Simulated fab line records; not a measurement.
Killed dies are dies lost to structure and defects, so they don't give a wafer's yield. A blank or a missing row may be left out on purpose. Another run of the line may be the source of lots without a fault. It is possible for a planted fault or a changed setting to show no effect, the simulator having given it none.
What tool caused it?    flow sfqLine    14 lots, 42 wafers sampled, at 5 steps of a route of 325

== WHAT THE GAUGES READ, wafer by wafer ==
SFQ_M8_RS_MEAS_949: a four-point-probe measurement.
lot   measured      on            M8_AU_RS (ohm/sq)
L808  day 77 08:04  filmMetro-04  0.1532 0.1525 0.1520
L810  day 77 12:52  filmMetro-04  0.1527 0.1537 0.1537
L813  day 80 12:13  filmMetro-04  0.1518 0.1518 0.1505
L815  day 81 20:28  filmMetro-02  0.1538 0.1537 0.1555
L816  day 81 22:58  filmMetro-02  0.1568 0.1552 0.1542
L818  day 84 18:18  filmMetro-02  0.1544 0.1562 0.1536
L820  day 85 02:43  filmMetro-01  0.1575 0.1561 0.1574
L821  day 85 06:18  filmMetro-02  0.1528 0.1509 0.1516
L822  day 85 12:04  filmMetro-01  0.1564 0.1538 0.1551
L823  day 85 17:59  filmMetro-02  0.1560 0.1534 0.1546
L824  day 85 19:10  filmMetro-04  0.1522 0.1536 0.1535
L826  day 86 03:34  filmMetro-01  0.1556 0.1531 0.1543
L827  day 86 04:46  filmMetro-02  0.1537 0.1538 0.1524
L829  day 86 14:23  filmMetro-02  0.1510 0.1518 0.1492

== WHAT TOOL EACH LOT RAN ON (gives the tool, then ch and the chambers of the sampled wafers, and finally the start) ==
lot   SFQ_TRILAYER_I0_DEP_PECVD_027    SFQ_TRILAYER_I0_CMP_CMP_028    SFQ_TRILAYER_JJ_CE_METRO_MEASURE_117  SFQ_TRILAYER_JJ_CE_STRIP_STRIP_120
L808  pecvd-03 ch 1,2, day 11 14:56    cmp-01 ch 0,1,3, day 11 15:36  cdSem-02, day 47 19:43                rieMetal-03 ch 0,1, day 47 21:37
L810  pecvd-02 ch 1,2, day 12 21:23    cmp-01 ch 1,3, day 12 21:58    cdSem-02, day 52 16:58                rieMetal-03 ch 0,1, day 52 18:52
L813  pecvd-02 ch 1,2, day 13 19:59    cmp-01 ch 0,3, day 13 20:34    cdSem-01, day 53 06:10                rieMetal-03 ch 0,1, day 53 08:04
L815  pecvd-01 ch 0,1,2, day 14 11:19  cmp-02 ch 0,1,2, day 14 11:23  cdSem-01, day 54 13:16                rieMetal-02 ch 0,1, day 54 15:10
L816  pecvd-02 ch 0,1, day 14 16:07    cmp-02 ch 1,2,3, day 14 16:41  cdSem-02, day 55 06:16                rieMetal-02 ch 1, day 55 07:58
L818  pecvd-02 ch 0,1,2, day 15 09:50  cmp-01 ch 0,1,2, day 15 09:55  cdSem-02, day 55 13:28                rieMetal-04 ch 0,1, day 55 15:10
L820  pecvd-02 ch 0,2, day 16 04:05    cmp-02 ch 2,3, day 16 04:40    cdSem-02, day 55 23:16                rieMetal-02 ch 0,1, day 56 00:58
L821  pecvd-02 ch 0,1,2, day 16 15:01  cmp-02 ch 0,2,3, day 16 16:05  cdSem-02, day 56 00:16                rieMetal-03 ch 0,1, day 56 01:58
L822  pecvd-01 ch 0,1,2, day 17 17:25  cmp-01 ch 2,3, day 17 17:29    cdSem-02, day 56 02:40                rieMetal-03 ch 0,1, day 56 04:34
L823  pecvd-03 ch 1,2, day 18 04:13    cmp-02 ch 0,1,2, day 18 08:21  cdSem-02, day 56 05:04                rieMetal-03 ch 0,1, day 56 06:46
L824  pecvd-03 ch 0,1,2, day 18 11:25  cmp-01 ch 1,2,3, day 18 12:38  cdSem-02, day 56 07:16                rieMetal-04 ch 0,1, day 56 09:10
L826  pecvd-02 ch 0,1, day 19 19:50    cmp-02 ch 0,1,2, day 19 20:55  cdSem-02, day 56 16:52                rieMetal-02 ch 0,1, day 56 18:46
L827  pecvd-02 ch 0,1,2, day 20 09:46  cmp-01 ch 1,2,3, day 20 10:16  cdSem-02, day 56 22:52                rieMetal-02 ch 0,1, day 57 00:46
L829  pecvd-03 ch 0,2, day 20 22:47    cmp-02 ch 0,1,2, day 20 23:22  cdSem-01, day 63 17:25                rieMetal-02 ch 0,1, day 63 19:07
- SFQ_TRILAYER_I0_DEP_PECVD_027: deposits SiO2 from SiH4/N2O, time 111.11 s, target thk 500 nm.
- SFQ_TRILAYER_I0_CMP_CMP_028: polishes SiO2.
- SFQ_TRILAYER_JJ_CE_METRO_MEASURE_117
- SFQ_TRILAYER_JJ_CE_STRIP_STRIP_120: strips in O2.

== WHAT THE TOOLS THEMSELVES READ (means of the sampled wafers that have a number; where no wafer has one, the mark that the record gives instead) ==
SFQ_TRILAYER_I0_DEP_PECVD_027.
lot   tool      heaterPowerW (W)  rfFwdPowerW (W)  throttleValvePct (%)
L808  pecvd-03  71                182.5            25.4
L810  pecvd-02  89                182.3            22.4
L813  pecvd-02  96                182.5            22.8
L815  pecvd-01  90                182.2            26.2
L816  pecvd-02  72                182.7            23.0
L818  pecvd-02  96                182.0            22.9
L820  pecvd-02  86                211.7            23.0
L821  pecvd-02  80                212.0            23.0
L822  pecvd-01  86                181.9            26.6
L823  pecvd-03  67                182.2            24.5
L824  pecvd-03  74                181.6            25.0
L826  pecvd-02  81                182.0            23.0
L827  pecvd-02  92                182.3            23.2
L829  pecvd-03  86                182.3            25.3

SFQ_TRILAYER_I0_CMP_CMP_028.
lot   tool    edgeZonePressureFrac  motorCurrentA (A)  timeToEndpointS (s)
L808  cmp-01  0.999                 9.8                217
L810  cmp-01  0.997                 9.5                211
L813  cmp-01  0.999                 10.2               209
L815  cmp-02  0.996                 10.1               210
L816  cmp-02  0.999                 10.0               215
L818  cmp-01  1.004                 10.5               217
L820  cmp-02  0.997                 10.4               234
L821  cmp-02  0.999                 9.8                230
L822  cmp-01  1.000                 9.9                209
L823  cmp-02  0.998                 10.0               211
L824  cmp-01  1.002                 9.9                210
L826  cmp-02  0.997                 10.1               206
L827  cmp-01  0.993                 9.9                210
L829  cmp-02  0.995                 10.1               215

SFQ_TRILAYER_JJ_CE_METRO_MEASURE_117.
lot   tool      cdNm (nm)
L808  cdSem-02  701.1
L810  cdSem-02  698.5
L813  cdSem-01  698.7
L815  cdSem-01  701.7
L816  cdSem-02  700.9
L818  cdSem-02  699.4
L820  cdSem-02  698.5
L821  cdSem-02  701.0
L822  cdSem-02  699.9
L823  cdSem-02  700.7
L824  cdSem-02  698.9
L826  cdSem-02  702.1
L827  cdSem-02  699.4
L829  cdSem-01  699.4

SFQ_TRILAYER_JJ_CE_STRIP_STRIP_120.
lot   tool         drypumpMotorCurrentA (A)  oesProductAu (a.u.)
L808  rieMetal-03  6.5                       1.001
L810  rieMetal-03  6.3                       1.006
L813  rieMetal-03  6.3                       1.005
L815  rieMetal-02  5.7                       1.012
L816  rieMetal-02  6.2                       1.007
L818  rieMetal-04  5.7                       0.988
L820  rieMetal-02  5.7                       1.011
L821  rieMetal-03  6.5                       0.978
L822  rieMetal-03  6.3                       0.997
L823  rieMetal-03  6.5                       0.995
L824  rieMetal-04  5.7                       0.999
L826  rieMetal-02  5.7                       1.011
L827  rieMetal-02  5.9                       1.013
L829  rieMetal-02  5.9                       1.004

== THE ANSWER, worked out from the rows above alone ==
Rule: the usual values come from the lots themselves. Put in order of their means at a reading, lots are off if they are a third of the lots or fewer, leave a main group of 4 or more, and stand apart from it by a gap of 3 or more times the standard deviation of the main group's means; of several such gaps the widest counts. If all means in a main group match to the digits the tables above print for the reading, that group is not used. A lot without any number at a reading at which 4 lots or more have one is off too. The other lots that the step has rows for count as sound. First the gauges in route order, then the tools' own readings, where a lot's mean is used as printed above. At the first step where some lot is off, the reading lying furthest off is the one used; lots without a number count as furthest.
Off: L820, L821, at SFQ_TRILAYER_I0_DEP_PECVD_027 (rfFwdPowerW). For the main group the mean is 182.2 W and the standard deviation 0.29.
If a tool, at that step or one of the process steps before it, ran each lot that is off and ran no sound lot following the first of them, it fits. No candidate that was tried fits.

== WHAT THE SIMULATOR HAD PUT IN ==
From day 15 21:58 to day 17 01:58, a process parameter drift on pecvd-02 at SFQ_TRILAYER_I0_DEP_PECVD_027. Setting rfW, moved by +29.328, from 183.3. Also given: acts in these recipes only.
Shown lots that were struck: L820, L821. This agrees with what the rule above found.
